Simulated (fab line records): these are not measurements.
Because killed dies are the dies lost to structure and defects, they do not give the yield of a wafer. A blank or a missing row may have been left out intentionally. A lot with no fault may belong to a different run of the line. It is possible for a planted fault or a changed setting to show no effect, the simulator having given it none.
fab line records	flow sky130
[record] lots = 12	wafers = 36	last-day = 50
route steps=708 shown VIA1@458 VIA2@522 VIA3@587 METAL4@599 PAD_OPEN@708
lots that met no fault: taken from a fault-free run of the same line
start-h: the number of hours between the record's first day and the start of the first shown wafer of the lot	wait-h: hours from the lot's prior step to this one	" repeats the value in the row above	L1.1+2: several wafers, shown together as one row	- no value present, or no start provided	* or withheld: withheld	< > ~ a bound
route shown NAME@n: names a module that has steps shown in the file, with the first one's number in the route	usual: mean and standard deviation over wafers with no fault	same: alike in all rows	chamber/n: place in a boat	sites: the reading at each site	_std_site: how widely they spread, as a standard deviation	_edge_site: the outer-site mean with the inner-site mean subtracted	radius-mm: how far each site lies from the wafer's centre	mask NAME#n: copy n	behind: the last tool/chamber to shape the wafer	hold: what put the lot on hold/how long, in hours/how the hold closed	device: whichever transistor did not switch (one of n, p or np)	end of line: the same wafers' tests at the end of the route	a step given without rows: its recipe and nothing more	killed: dies that structure and defects cost at the first sort, which is not the same as the wafer's yield	map: per-die view of a wafer (x killed, . not killed, _ where there is no die)
set.NAME: the run value of the setting; set.NAME@STEP: its run value at that earlier step	model.NAME: the simulator's own value behind a step, which no gauge read
one table for each step of the route and one row for each wafer, over a sample of lots
services: when a tool's chamber went out of use (start-h, in hours from the record's first day, below 0 if earlier), for how many hours, and the reason
[[steps]]
[step SKY_VIA1_HDPCVD_00]
[recipe] material = SiO2	target-thk-nm = 1030	sigma-open-frac = 0.3	time-s = 171.7	temp-c = 400	sih4-flow-sccm = 60	pressure-mtorr = 6
[usual] susceptor-temp-C = 400.00/0.22
lot.wafer	tool	chamber	start-h	wait-h	susceptor-temp-C
L795.1	hdpcvd-01	2	768.43	0.0	400.36
L795.5	"	0	"	"	400.46
L795.6	"	1	"	"	399.63
L797.3	hdpcvd-01	2	778.01	0.0	399.61
L797.4	"	2	"	"	399.88
L797.5	"	1	"	"	400.22
L798.1	hdpcvd-02	2	786.41	0.0	400.14
L798.2	"	0	"	"	399.79
L798.5	"	1	"	"	400.15
L799.1	hdpcvd-02	1	797.13	0.0	399.72
L799.3	"	2	"	"	399.93
L799.4	"	0	"	"	399.87
L801.2	hdpcvd-01	2	812.37	0.0	399.80
L801.3	"	0	"	"	400.08
L801.5	"	1	"	"	400.42
L802.1	hdpcvd-02	1	823.75	0.0	400.34
L802.4	"	2	"	"	399.85
L802.6	"	0	"	"	400.21
L804.2	hdpcvd-02	1	834.22	0.0	400.31
L804.3	"	2	"	"	400.28
L804.6	"	0	"	"	400.17
L805.2	hdpcvd-01	2	842.93	0.0	400.03
L805.3	"	1	"	"	399.45
L805.5	"	1	"	"	399.63
L808.1	hdpcvd-01	2	858.00	0.0	399.81
L808.2	"	1	"	"	400.11
L808.5	"	1	"	"	400.35
L811.4	hdpcvd-01	2	909.89	0.1	400.02
L811.5	"	1	"	"	399.92
L811.6	"	0	"	"	399.93
L815.3	hdpcvd-01	0	917.97	0.0	400.14
L815.4	"	0	"	"	399.83
L815.6	"	2	"	"	400.03
L817.2	hdpcvd-02	2	931.92	0.0	399.47
L817.4	"	1	"	"	400.11
L817.5	"	0	"	"	400.47
[step SKY_VIA2_ETCH_15]
[recipe] target = SiO2	chemistry = C4F8/O2/Ar	target-depth-nm = 546	stop-on = TiN	mask-material = KrF-thick	source-w = 1500	bias-w = 1200	pressure-mtorr = 40	c4f8-flow-sccm = withheld	O2_flow_sccm = 6	Ar_flow_sccm = 300	time-s = 84
[usual] chamber-pressure-mTorr = 40.00/0.036	oes-product-au = 0.939/0.0052
lot.wafer	tool	chamber	start-h	wait-h	chamber-pressure-mTorr	oes-product-au	rf-hours-counter-h
L795.1	rie-diel-03	1	850.90	0.0	40.07	0.944	8
L795.5	"	2	"	"	39.97	0.939	-
L795.6	"	3	"	"	40.00	0.943	-
L797.3	rie-diel-01	0	859.29	0.0	40.00	0.939	2
L797.4	"	2	"	"	39.98	0.943	10
L797.5	"	2	"	"	40.02	0.934	-
L798.1	rie-diel-02	1	868.25	0.0	39.98	0.938	16
L798.2	"	0	"	"	40.04	0.940	23
L798.5	"	0	"	"	39.99	0.941	-
L799.1	rie-diel-01	2	879.64	0.0	39.95	0.941	11
L799.3	"	3	"	"	39.99	0.934	10
L799.4	"	1	"	"	40.00	0.930	17
L801.2	rie-diel-03	0	892.99	0.0	40.00	0.924	25
L801.3	"	2	"	"	39.97	0.944	7
L801.5	"	0	"	"	40.00	0.927	-
L802.1	rie-diel-01	0	904.14	0.0	40.04	0.943	3
L802.4	"	1	"	"	40.00	0.935	17
L802.6	"	3	"	"	39.95	0.939	-
L804.2	rie-diel-02	1	914.99	0.0	40.04	0.938	18
L804.3	"	3	"	"	39.96	0.935	25
L804.6	"	3	"	"	40.08	0.946	-
L805.2	rie-diel-02	1	922.59	0.0	39.97	0.941	18
L805.3	"	3	"	"	39.95	0.952	25
L805.5	"	2	"	"	39.96	0.943	-
L808.1	rie-diel-02	0	937.39	0.0	39.92	0.932	26
L808.2	"	2	"	"	40.00	0.943	27
L808.5	"	3	"	"	40.02	0.941	-
L811.4	rie-diel-01	3	986.79	0.0	39.94	0.940	13
L811.5	"	0	"	"	39.98	0.946	-
L811.6	"	3	"	"	40.01	0.938	-
L815.3	rie-diel-02	1	993.80	0.0	39.95	0.944	20
L815.4	"	0	"	"	40.01	0.939	28
L815.6	"	2	"	"	40.01	0.938	-
L817.2	rie-diel-03	0	1008.29	0.0	40.03	0.947	28
L817.4	"	1	"	"	40.01	0.936	13
L817.5	"	0	"	"	39.97	0.946	-
[step SKY_VIA3_ETCH_14]
[recipe] chemistry = N2/H2	target = BARC	ion-energy-ev = 200	source-w = 500	bias-w = 100	pressure-mtorr = 30	n2-flow-sccm = 100	h2-flow-sccm = 200	stop-on = SiO2	time-s = 45.9	target-depth-a = 600
[usual] chamber-pressure-mTorr = 30.004/0.027	drypump-motor-current-A = 5.5/0.36	oes-product-au = 0.855/0.0047	throttle-valve-pct = 13.222/0.0091
lot.wafer	tool	chamber	start-h	wait-h	chamber-pressure-mTorr	drypump-motor-current-A	oes-product-au	rf-hours-counter-h	throttle-valve-pct
L795.1	rie-diel-02	0	931.59	0.1	30.027	5.9	0.852	25	13.229
L795.5	"	2	"	"	29.958	5.9	0.855	-	13.225
L795.6	"	0	"	"	30.074	5.9	0.856	-	13.229
L797.3	rie-diel-02	2	938.50	0.0	29.983	6.0	0.847	27	13.227
L797.4	"	3	"	"	29.990	5.1	0.864	-	13.210
L797.5	"	0	"	"	29.978	6.0	0.860	-	13.216
L798.1	rie-diel-02	1	947.11	0.0	30.018	6.0	0.851	18	13.211
L798.2	"	0	"	"	29.983	6.0	0.850	26	13.198
L798.5	"	0	"	"	30.009	5.9	0.856	-	13.233
L799.1	rie-diel-03	3	958.30	0.0	29.930	5.3	0.858	27	13.221
L799.3	"	1	"	"	29.993	5.4	0.857	11	13.210
L799.4	"	0	"	"	29.987	5.2	0.849	27	13.230
L801.2	rie-diel-02	1	969.89	0.0	30.032	6.0	0.844	19	13.221
L801.3	"	0	"	"	30.005	5.9	0.856	27	13.218
L801.5	"	1	"	"	29.983	6.0	0.854	-	13.227
L802.1	rie-diel-04	0	981.20	0.0	29.938	5.0	0.841	12	13.230
L802.4	"	1	"	"	30.012	5.8	0.852	15	13.212
L802.6	"	0	"	"	29.952	5.0	0.857	-	13.243
L804.2	rie-diel-03	2	991.54	0.0	30.026	5.1	0.850	10	13.225
L804.3	"	1	"	"	30.017	5.3	0.849	12	13.225
L804.6	"	3	"	"	30.010	5.3	0.855	-	13.229
L805.2	rie-diel-03	3	999.81	0.0	29.969	5.3	0.851	28	13.217
L805.3	"	0	"	"	30.027	5.2	0.864	28	13.231
L805.5	"	1	"	"	30.013	5.3	0.850	-	13.215
L808.1	rie-diel-03	0	1012.59	0.0	29.994	5.2	0.853	28	13.227
L808.2	"	2	"	"	29.982	5.1	0.865	11	13.215
L808.5	"	3	"	"	29.982	5.3	0.852	-	13.228
L811.4	rie-diel-02	1	1058.37	0.0	29.979	6.0	0.852	-	13.208
L811.5	"	0	"	"	29.990	6.0	0.848	-	13.225
L811.6	"	2	"	"	29.994	5.9	0.854	-	13.225
L815.3	rie-diel-02	0	1065.23	0.0	30.050	5.9	0.855	31	13.231
L815.4	"	1	"	"	29.997	6.0	0.862	-	13.233
L815.6	"	0	"	"	30.019	5.9	0.853	-	13.214
L817.2	rie-diel-03	2	1079.29	0.0	29.926	5.1	0.856	14	13.223
L817.4	"	3	"	"	30.002	5.3	0.853	0	13.215
L817.5	"	0	"	"	29.974	5.2	0.862	-	13.220
[step SKY_METAL4_SPUTTER_01]
[recipe] material = TiN	target-thk-nm = 20	power-w = 6500	time-s = 16.7	chamber-pressure-pa = 0.4
[usual] throttle-valve-pct = 30.0/0.62
lot.wafer	tool	chamber	start-h	wait-h	throttle-valve-pct
L795.1	pvd-sputter-04	-	932.97	0.0	31.2
L795.5	"	-	"	"	28.9
L795.6	"	-	"	"	31.2
L797.3	pvd-sputter-03	-	939.88	0.0	29.8
L797.4	"	-	"	"	29.4
L797.5	"	-	"	"	30.6
L798.1	pvd-sputter-02	-	948.49	0.0	30.3
L798.2	"	-	"	"	30.5
L798.5	"	-	"	"	30.4
L799.1	pvd-sputter-02	-	959.68	0.0	30.7
L799.3	"	-	"	"	29.5
L799.4	"	-	"	"	30.2
L801.2	pvd-sputter-04	-	971.27	0.0	29.5
L801.3	"	-	"	"	29.9
L801.5	"	-	"	"	29.2
L802.1	pvd-sputter-02	-	982.62	0.0	30.3
L802.4	"	-	"	"	29.4
L802.6	"	-	"	"	30.2
L804.2	pvd-sputter-02	-	992.93	0.0	29.1
L804.3	"	-	"	"	30.5
L804.6	"	-	"	"	30.3
L805.2	pvd-sputter-02	-	1001.19	0.0	30.1
L805.3	"	-	"	"	30.6
L805.5	"	-	"	"	30.0
L808.1	pvd-sputter-04	-	1013.97	0.0	31.1
L808.2	"	-	"	"	29.1
L808.5	"	-	"	"	31.4
L811.4	pvd-sputter-03	-	1059.83	0.0	29.7
L811.5	"	-	"	"	29.9
L811.6	"	-	"	"	30.4
L815.3	pvd-sputter-04	-	1066.62	0.0	29.6
L815.4	"	-	"	"	28.8
L815.6	"	-	"	"	29.8
L817.2	pvd-sputter-04	-	1080.68	0.0	31.2
L817.4	"	-	"	"	29.0
L817.5	"	-	"	"	29.1
[step SKY_PAD_OPEN_PROBE_99]
[usual] defect-limited-yield = 82.6/1.8	killed_at_M0_to_M3 = 44/6.9	killed_at_M4_up = 3.2/1.8	killed-at-contacts = 23/5.2	killed-at-front-end = 15/4.5	killed-at-other = 0.3/0.56	killed-dies = 85/8.8	killed-on-rim = 17/3.5	killed-open = 47/6.7	killed-short = 39/6.4	sort_bin_3_pad_short = 0.8/0.4	sort_bin_5_function = 10.2/1.3	sort_bin_6_memory = 6.4/1.1	sort-n-pass = 407/8.8	sort-yield-pct = 82.6/1.8
[same] gross-dies = 492	killed-at-back-side = 0	sort_bin_4_leakage[%] = 0	sort_bin_8_speed[%] = 0
lot.wafer	tool	chamber	start-h	wait-h	defect-limited-yield[%]	killed_at_M0_to_M3	killed_at_M4_up	killed-at-contacts	killed-at-front-end	killed-at-other	killed-dies	killed-on-rim	killed-open	killed-short	sort_bin_3_pad_short[%]	sort_bin_5_function[%]	sort_bin_6_memory[%]	sort-n-pass	sort-yield-pct[%]
L811.4	prober-01	-	1181.41	0.2	75.2	90	1	17	13	1	122	26	37	35	3.3	14.6	6.9	370	75.2
L811.5	prober-01	-	1181.46	0.2	75.0	73	2	33	14	1	123	33	60	42	2.6	13.6	8.7	369	75.0
L811.6	prober-01	-	1181.51	0.2	78.5	67	1	15	22	1	106	24	35	34	2.8	12.4	6.3	386	78.5
L815.3	prober-01	-	1185.93	0.2	73.8	81	3	26	19	0	129	32	53	39	3.3	15.2	7.7	363	73.8
L815.4	prober-01	-	1185.98	0.2	74.2	82	2	24	18	1	127	26	47	43	2.6	15.2	7.9	365	74.2
L815.6	prober-01	-	1186.08	0.2	70.1	98	7	26	16	0	147	29	51	39	3.7	17.5	8.7	345	70.1
// killed by level:class
L811.4 VIA1:unspecified=50 VIA1:geometric-particle:open=8 VIA3:geometric-particle:open=8 VIA2:geometric-particle:open=6 VIA2:geometric-particle:short=5 LI_CONTACT:geometric-particle:open=5 POLY_GATE:geometric-particle:short=4 FIELD_ISO:geometric-particle:short=3
L811.5 VIA1:unspecified=21 CONTACT:geometric-particle:open=13 VIA1:geometric-particle:open=11 VIA3:geometric-particle:open=9 METAL2:geometric-particle:short=8 VIA2:geometric-particle:open=7 LI_CONTACT:geometric-particle:short=6 LI_CONTACT:geometric-particle:open=5
L811.6 VIA1:unspecified=37 FIELD_ISO:geometric-particle:open=5 FIELD_ISO:geometric-particle:short=5 LI_CONTACT:geometric-particle:open=5 CONTACT:geometric-particle:open=5 METAL2:geometric-particle:short=5 VIA2:geometric-particle:open=4 METAL3:geometric-particle:short=4
L815.3 VIA1:unspecified=37 CONTACT:geometric-particle:open=11 VIA2:geometric-particle:open=9 POLY_GATE:geometric-particle:open=7 LOCAL_INTERCONNECT:geometric-particle:short=7 VIA1:geometric-particle:open=6 METAL3:geometric-particle:short=6 VIA3:geometric-particle:open=5
L815.4 VIA1:unspecified=37 VIA2:geometric-particle:open=10 VIA1:geometric-particle:open=7 METAL1:geometric-particle:short=7 LI_CONTACT:geometric-particle:open=6 VIA3:geometric-particle:open=6 POLY_GATE:geometric-particle:open=5 LOCAL_INTERCONNECT:geometric-particle:short=5
L815.6 VIA1:unspecified=57 VIA1:geometric-particle:open=12 VIA2:geometric-particle:open=10 CONTACT:geometric-particle:open=8 LOCAL_INTERCONNECT:geometric-particle:short=8 CONTACT:geometric-particle:short=6 VIA3:geometric-particle:open=6 FIELD_ISO:geometric-particle:open=4
[[services]]
tool	chamber	start-h	hours	kind
rie-diel-02	-	774.47	4.3	pm
hdpcvd-01	-	775.99	1.2	repair
rie-diel-02	-	780.49	1.0	repair
rie-diel-02	3	814.48	7.2	repair
hdpcvd-01	-	828.78	0.6	repair
rie-diel-03	3	835.57	7.0	repair
pvd-sputter-02	-	842.70	1.3	repair
rie-diel-02	-	884.57	0.9	repair
hdpcvd-02	0	891.10	6.0	repair
rie-diel-03	-	917.19	15.6	repair
rie-diel-02	1	927.61	12.6	repair
hdpcvd-02	-	928.87	1.3	repair
hdpcvd-02	-	950.25	15.0	pm
hdpcvd-02	0	966.02	5.1	repair
rie-diel-03	-	974.42	0.4	repair
rie-diel-03	3	979.72	1.9	repair
pvd-sputter-04	-	980.05	17.3	repair
rie-diel-02	0	980.70	2.6	repair
hdpcvd-01	-	987.20	1.2	repair
hdpcvd-01	-	1010.41	2.8	pm
rie-diel-02	2	1032.95	7.5	repair
hdpcvd-01	-	1038.80	3.2	repair
hdpcvd-01	0	1066.69	12.1	repair
hdpcvd-02	-	1076.59	14.6	pm
[[key]]
[first-sign] step = SKY_PAD_OPEN_PROBE_99	reading = killed_at_M0_to_M3	direction = up	sigmas = 5.6	usual = 44	struck = 82
[effect] step = SKY_PAD_OPEN_PROBE_99	reading = sort_bin_3_pad_short	direction = up	sigmas = 5.6	usual = 0.8	struck = 3.0
met-at SKY_VIA1_HDPCVD_00
struck-lots L811,L815
not-acting-at SKY_VIA2_ETCH_15,SKY_VIA3_ETCH_14,SKY_METAL4_SPUTTER_01
onset-between 858.00 909.89
[fault] kind = chamber-particle-source	tool = hdpcvd-01	chamber = -	onset-h = 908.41	steps = SKY_VIA1_HDPCVD_00	rate-per-visit-cm2 = 1.4799	end-h = 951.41
